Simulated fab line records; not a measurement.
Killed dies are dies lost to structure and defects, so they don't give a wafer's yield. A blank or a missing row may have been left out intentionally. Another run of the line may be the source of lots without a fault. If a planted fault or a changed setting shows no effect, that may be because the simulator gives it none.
One fault through the eyes of 2 desks | flow sky130 | each desk holds nothing but its own numbers, with what lay behind them at the end

## TOOL OWNER'S DESK, iline stepper-01
The tool's own readings at SKY_PWDE_EXPOSE_04 (exposes mask PWDEM, target cd 840 nm): means of the sampled wafers that have a number, for each lot that ran on this tool. Marked OUT: a lot whose mean sits more than 4 standard deviations from the usual mean, which makes it out of limits; the brackets give that distance.
Columns: A = exposure dose mJ cm2 at SKY_PWDE_EXPOSE_04, usual 213.95; B = focus offset nm at SKY_PWDE_EXPOSE_04, usual 0.0 nm
lot  | first seen here | A      | B
L176 | day 3 14:25     | 213.79 | -0.9
L179 | day 4 04:09     | 213.89 | -0.2
This desk found nothing out of limits on any of the 2 lots.

## METROLOGY DESK
What the gauges read for every lot (on any tool): the sampled wafers with a number, averaged. Marked OUT: a lot whose mean sits more than 4 standard deviations from the usual mean, which makes it out of limits; the brackets give that distance.
Columns: A = FIELD_ISO_CVD_03_THK at SKY_FIELD_ISO_THK_MEAS_04, usual 166.0 nm
lot  | first seen here | A
L176 | day 1 14:08     | 167.1
L177 | day 1 18:49     | 166.3
L179 | day 2 05:21     | 166.7
L180 | day 2 09:40     | 166.9
L181 | day 3 09:47     | 166.2
L184 | day 3 09:51     | 164.9
L187 | day 3 23:07     | 165.2
L190 | day 4 13:37     | 165.1
L191 | day 4 19:02     | 167.0
L193 | day 5 02:39     | 166.1
L195 | day 5 14:38     | 163.5
L196 | day 5 21:56     | 168.6
L198 | day 6 07:20     | 166.8
L199 | day 6 14:37     | 165.3
This desk found nothing out of limits on any of the 14 lots.

## ALL TOGETHER
The tool owner's desk saw nothing out of limits.
Metrology desk: nothing out of limits seen.

## WHAT THE SIMULATOR HAD INSERTED
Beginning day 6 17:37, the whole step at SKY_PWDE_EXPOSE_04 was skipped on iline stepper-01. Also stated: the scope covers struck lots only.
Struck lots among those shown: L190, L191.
